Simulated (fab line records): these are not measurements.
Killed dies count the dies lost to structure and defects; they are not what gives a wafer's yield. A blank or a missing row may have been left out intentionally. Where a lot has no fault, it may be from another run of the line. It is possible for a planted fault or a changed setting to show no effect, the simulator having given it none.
Which tool is to blame? | flow sky130 | 36 wafers from 12 lots sampled at 5 of the route's 708 steps

WHAT THE GAUGES READ, wafer by wafer
SKY_SD_N_RS_MEAS_17: the measuring method here is four-point-probe.
lot  | measured     | on            | SD_P_RS (ohm/sq)
L242 | day 27 09:22 | film-metro-04 | 147.1 146.9 147.1
L244 | day 28 14:47 | film-metro-03 | 147.5 147.2 147.0
L243 | day 28 21:44 | film-metro-02 | 147.1 147.4 147.3
L246 | day 29 03:54 | film-metro-04 | 147.0 146.6 147.0
L245 | day 29 07:40 | film-metro-02 | 147.5 146.7 147.0
L252 | day 31 18:24 | film-metro-03 | 146.7 146.9 147.2
L254 | day 31 21:27 | film-metro-04 | 146.4 146.8 147.0
L256 | day 32 13:00 | film-metro-02 | 147.1 146.8 147.5
L258 | day 33 17:50 | film-metro-04 | 146.3 146.6 146.8
L262 | day 34 09:06 | film-metro-02 | 146.9 146.7 147.7
L260 | day 34 10:34 | film-metro-04 | 146.3 146.4 146.8
L264 | day 34 21:52 | film-metro-02 | 147.3 147.5 147.3

SKY_LI_CONTACT_OVL_MEAS_13.
lot  | measured     | on         | LI_CONTACT_OVL (nm)
L242 | day 28 14:31 | overlay-01 | 9 10 8
L244 | day 29 19:52 | overlay-02 | 6 2 4
L243 | day 30 02:31 | overlay-02 | 8 4 6
L246 | day 30 08:31 | overlay-02 | -7 -10 -9
L245 | day 30 14:07 | overlay-02 | -5 -1 3
L252 | day 32 22:49 | overlay-02 | -2 7 7
L254 | day 33 01:14 | overlay-01 | 12 11 7
L256 | day 33 16:16 | overlay-01 | 7 3 2
L258 | day 34 19:01 | overlay-02 | 0 8 13
L262 | day 35 09:04 | overlay-01 | -1 -1 -6
L260 | day 35 10:31 | overlay-01 | 0 5 1
L264 | day 35 21:13 | overlay-01 | -5 -4 -2

SKY_CONTACT_THK_MEAS_03.
lot  | measured     | on            | CONTACT_HDPCVD_THK (nm)
L242 | day 29 20:56 | film-metro-03 | 563 566 568
L244 | day 31 01:46 | film-metro-03 | 570 570 567
L243 | day 31 08:11 | film-metro-01 | 572 569 576
L246 | day 31 14:49 | film-metro-04 | 568 571 571
L245 | day 31 20:19 | film-metro-03 | 560 559 562
L252 | day 34 02:10 | film-metro-01 | 555 558 561
L254 | day 34 04:49 | film-metro-01 | 568 563 572
L256 | day 34 18:45 | film-metro-03 | 581 573 567
L258 | day 35 19:53 | film-metro-01 | 575 571 576
L262 | day 36 12:18 | film-metro-03 | 569 567 568
L260 | day 36 13:38 | film-metro-03 | 564 570 567
L264 | day 37 01:53 | film-metro-01 | 560 563 563

EACH LOT AND THE TOOL THAT RAN IT (in order: tool; ch and the chambers of the sampled wafers; start)
lot  | SKY_LOCAL_INTERCONNECT_METAL_ETCH_14 | SKY_LOCAL_INTERCONNECT_STRIP_15
L242 | rie-metal-04 ch 0,1, day 29 20:04    | plasma-asher-03 ch 1, day 29 20:07
L244 | rie-metal-02 ch 0,1, day 31 00:57    | plasma-asher-04 ch 0,1, day 31 01:01
L243 | rie-metal-02 ch 0,1, day 31 07:22    | plasma-asher-04 ch 0,1, day 31 07:26
L246 | rie-metal-02 ch 0,1, day 31 14:01    | plasma-asher-01 ch 0,1, day 31 14:04
L245 | rie-metal-01 ch 0, day 31 19:30      | plasma-asher-01 ch 0,1, day 31 19:34
L252 | rie-metal-02 ch 0,1, day 34 01:21    | plasma-asher-04 ch 0,1, day 34 01:25
L254 | rie-metal-02 ch 0,1, day 34 03:58    | plasma-asher-03 ch 0,1, day 34 04:01
L256 | rie-metal-01 ch 0,1, day 34 17:56    | plasma-asher-04 ch 0,1, day 34 18:00
L258 | rie-metal-04 ch 0,1, day 35 19:04    | plasma-asher-01 ch 1, day 35 19:07
L262 | rie-metal-04 ch 0,1, day 36 11:09    | plasma-asher-04 ch 0,1, day 36 11:13
L260 | rie-metal-01 ch 0,1, day 36 12:45    | plasma-asher-04 ch 0,1, day 36 12:49
L264 | rie-metal-04 ch 0,1, day 37 00:54    | plasma-asher-04 ch 0, day 37 00:58
- SKY_LOCAL_INTERCONNECT_METAL_ETCH_14: etches TiN in Cl2/BCl3, stops on PSG, target depth 110 nm, time 31.4 s.
- SKY_LOCAL_INTERCONNECT_STRIP_15: strips in O2/N2.

WHAT THE TOOLS THEMSELVES READ (means of the sampled wafers that have a number; where no wafer has one, the mark that the record gives instead)
SKY_LOCAL_INTERCONNECT_METAL_ETCH_14.
lot  | tool         | drypump-motor-current-A (A) | oes-product-au (a.u.) | rf-fwd-power-W (W) | throttle-valve-pct (%)
L242 | rie-metal-04 | 6.0                         | 0.940                 | 890                | 21.905
L244 | rie-metal-02 | 6.4                         | 0.946                 | 886                | 21.905
L243 | rie-metal-02 | 6.4                         | 0.933                 | 887                | 21.907
L246 | rie-metal-02 | 6.4                         | 0.937                 | 887                | 21.903
L245 | rie-metal-01 | 5.6                         | 0.956                 | 884                | 21.888
L252 | rie-metal-02 | 6.1                         | 0.934                 | 985                | 21.907
L254 | rie-metal-02 | 6.1                         | 0.946                 | 982                | 21.899
L256 | rie-metal-01 | 5.6                         | 0.942                 | 891                | 21.898
L258 | rie-metal-04 | 6.0                         | 0.958                 | 893                | 21.899
L262 | rie-metal-04 | 5.6                         | 0.943                 | 890                | 21.898
L260 | rie-metal-01 | 5.6                         | 0.950                 | 889                | 21.889
L264 | rie-metal-04 | 6.0                         | 0.937                 | 891                | 21.897

SKY_LOCAL_INTERCONNECT_STRIP_15.
lot  | tool            | drypump-motor-current-A (A) | o2-flow-sccm (sccm) | oes-product-au (a.u.) | strip-time-to-endpoint-s (s)
L242 | plasma-asher-03 | 5.8                         | 3001                | 0.422                 | 4.733
L244 | plasma-asher-04 | 5.6                         | 2999                | 0.430                 | 4.736
L243 | plasma-asher-04 | 5.6                         | 2994                | 0.424                 | 4.738
L246 | plasma-asher-01 | 5.5                         | 2991                | 0.422                 | 4.722
L245 | plasma-asher-01 | 5.5                         | 2991                | 0.423                 | 4.718
L252 | plasma-asher-04 | 5.9                         | 3004                | 0.427                 | 4.692
L254 | plasma-asher-03 | 5.8                         | 2990                | 0.421                 | 4.688
L256 | plasma-asher-04 | 5.9                         | 2992                | 0.429                 | 4.725
L258 | plasma-asher-01 | 5.8                         | 2992                | 0.427                 | 4.724
L262 | plasma-asher-04 | 5.9                         | 3007                | 0.426                 | 4.731
L260 | plasma-asher-04 | 5.6                         | 3010                | 0.428                 | 4.744
L264 | plasma-asher-04 | 6.3                         | 2999                | 0.429                 | 4.737

THE ANSWER, worked out from the rows above alone
Rule: what is usual is taken from the lots themselves. Put in order of their means at a reading, lots are off if they are a third of the lots or fewer, leave a main group of 4 or more, and stand apart from it by a gap of 3 or more times the standard deviation of the main group's means; of several such gaps the widest counts. A main group whose means are all the same, to the digits that the tables above print for the reading, isn't used. Also off: a lot with no number at a reading for which 4 or more lots have one. Where the step has rows for the other lots, those lots are counted as sound. The gauges are gone through in route order, then the tools' own readings, and for those a lot's mean is taken as printed above. At the first step where some lot is off, the reading lying furthest off is the one used; lots without a number count as furthest.
Off: L252, L254 (SKY_LOCAL_INTERCONNECT_METAL_ETCH_14, rf-fwd-power-W). Mean 889 W and standard deviation 2.6 in the main group.
A tool fits if, at that step or a process step before it, it ran every lot that is off, and no sound lot after the first of them. One fits: rie-metal-02 at SKY_LOCAL_INTERCONNECT_METAL_ETCH_14. Its last sound lot is L246 (day 31 14:01), its first lot that is off L252 (day 34 01:21): a fault that began between those two fits.
The tool's own readings at SKY_LOCAL_INTERCONNECT_METAL_ETCH_14 bear it out: on the lots that are off they differ by more than 5 times the standard deviation of the sound lots' means. rf-fwd-power-W reads 984 W there against 889 W on the sound lots.

WHAT THE SIMULATOR PUT IN
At SKY_LOCAL_INTERCONNECT_METAL_ETCH_14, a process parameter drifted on rie-metal-02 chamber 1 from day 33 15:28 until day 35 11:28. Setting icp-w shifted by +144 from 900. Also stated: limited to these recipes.
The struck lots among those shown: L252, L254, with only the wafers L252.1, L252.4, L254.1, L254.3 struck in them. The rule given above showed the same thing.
